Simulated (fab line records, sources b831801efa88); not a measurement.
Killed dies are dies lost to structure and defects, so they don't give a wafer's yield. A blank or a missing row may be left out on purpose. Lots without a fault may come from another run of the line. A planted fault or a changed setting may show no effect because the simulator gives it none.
A struck lot beside a sound one | flow sky130 | 19 steps out of a route of 708
Sound: wafers L910.2, L910.4, L910.5. Struck: wafers L916.3, L916.4, L916.5. The cause comes at the end.
At each step with rows: each side's tool, then ch and its chambers, then its first start. Under that, the readings that differ: sound wafers | struck wafers | difference of the means | sigmas: that difference in standard deviations of wafers without a fault.
alike: readings whose means differ by less than 2 such deviations, and words and numbers that are the same on both sides. not compared: withheld readings, readings that some wafer has no value for, bounds like >300 that may hide the same value, and numbers for which the record gives no deviation and whose values overlap.
The two part at a step that has a row with sigmas, a row that says differs or no value, or rows on one side only. Numbers that don't overlap but have no deviation are shown without sigmas and don't part them. A reading that every wafer of one side lacks parts them only if that side has two wafers or more.

first, 3 steps without rows for these wafers: SKY_VT_ADJUST_NCORE_EXPOSE_04 (exposes mask LVTN COMPLEMENT THIN, target cd 380 nm); SKY_VT_ADJUST_NCORE_PEB_05; SKY_VT_ADJUST_NCORE_DEVELOP_06 (develop time 60 s).
SKY_VT_ADJUST_NCORE_CD_MEAS_07: target cd 380 nm.
  sound on cd_sem-02, day 12 08:23; struck on cd_sem-01, day 14 04:17
  alike: cd_nm
SKY_VT_ADJUST_NCORE_OVL_MEAS_08:
  sound on overlay-01, day 12 08:30; struck on overlay-02, day 14 04:22
  alike: VT_ADJUST_NCORE_OVL
then, 1 step without rows for these wafers: SKY_VT_ADJUST_NCORE_IMPLANT_09.
SKY_VT_ADJUST_NCORE_STRIP_10: strips in O2/N2.
  sound on plasma_asher-03 ch 1, day 12 08:41; struck on plasma_asher-01 ch 0,1, day 14 04:35
  alike: drypump_motor_current_A, oes_product_au, strip_time_to_endpoint_s
  not compared: rf_hours_counter_h
SKY_VT_ADJUST_NCORE_TW_MEAS_11:
  sound on film_metro-04, day 12 08:47; struck on film_metro-02, day 14 04:40
  alike: VT_ADJUST_NCORE_TW
then, 4 steps without rows for these wafers: SKY_VT_ADJUST_HVTR_DEHYDRATE_00 (time 60 s); SKY_VT_ADJUST_HVTR_HMDS_01 (prime time 60 s); SKY_VT_ADJUST_HVTR_COAT_02 (resist thk 1140 nm); SKY_VT_ADJUST_HVTR_SOFTBAKE_03 (time 60 s).
SKY_VT_ADJUST_HVTR_EXPOSE_04: exposes mask HVTRM, target cd 380 nm.
  sound on iline_stepper-02 ch 0, day 12 21:26; struck on iline_stepper-01 ch 0, day 14 18:10
  reading                                | sound             | struck               | difference | sigmas
  model.VT_ADJUST_HVTR.overlay_x_nm (nm) | 1.036 1.036 1.036 | -191.3 -191.3 -191.3 | -192.3     |
  alike: mask, exposure_dose_mJ_cm2
then, 2 steps without rows for these wafers: SKY_VT_ADJUST_HVTR_PEB_05; SKY_VT_ADJUST_HVTR_DEVELOP_06 (develop time 60 s).
SKY_VT_ADJUST_HVTR_CD_MEAS_07: target cd 380 nm.
  sound on cd_sem-02, day 13 09:34; struck on cd_sem-01, day 15 07:04
  alike: cd_nm
SKY_VT_ADJUST_HVTR_OVL_MEAS_08:
  sound on overlay-02, day 13 09:40; struck on overlay-01, day 15 07:09
  reading                 | sound         | struck               | difference | sigmas
  VT_ADJUST_HVTR_OVL (nm) | -1.7 1.2 -0.5 | -189.8 -192.3 -191.7 | -190.9     | -99 or more
then, 1 step without rows for these wafers: SKY_VT_ADJUST_HVTR_IMPLANT_09.
-- the record jumps here: 35 days lie between the struck wafers' starts before and after (it left off in module VT_ADJUST_HVTR and takes up again in module PAD_OPEN, whose first step shown is number 708 of the route) --
SKY_PAD_OPEN_PROBE_99:
  sound on prober-02, day 49 10:43; struck on prober-01, day 50 12:53
  reading                                  | sound                   | struck                  | difference | sigmas
  killed_at_front_end                      | 11 9 9                  | 18 28 22                | +13        | +3
  model.etest.pfet_01v8_mvt.drive_ua_um    | 156 156.6 154.5         | 132.5 129.2 130         | -25.1      |
  model.etest.pfet_01v8_mvt.off_log10_a_um | -10.49 -10.57 -10.54    | -12.61 -12.45 -12.47    | -1.98      |
  model.etest.pfet_01v8_mvt.vt_sat_v (V)   | -0.5622 -0.5606 -0.5523 | -0.7682 -0.7683 -0.7681 | -0.2098    |
  model.etest.pfet_01v8_mvt.vt_v (V)       | -0.6469 -0.6443 -0.6393 | -0.8297 -0.8278 -0.8307 | -0.1859    |
  alike: killed_at_M0_to_M3, killed_at_M4_up, killed_at_contacts, killed_at_other, killed_dies, killed_open, killed_short

WHERE THEY PART
First at SKY_VT_ADJUST_HVTR_OVL_MEAS_08; last, within this record, at SKY_PAD_OPEN_PROBE_99.

WHY: what the simulator had put in
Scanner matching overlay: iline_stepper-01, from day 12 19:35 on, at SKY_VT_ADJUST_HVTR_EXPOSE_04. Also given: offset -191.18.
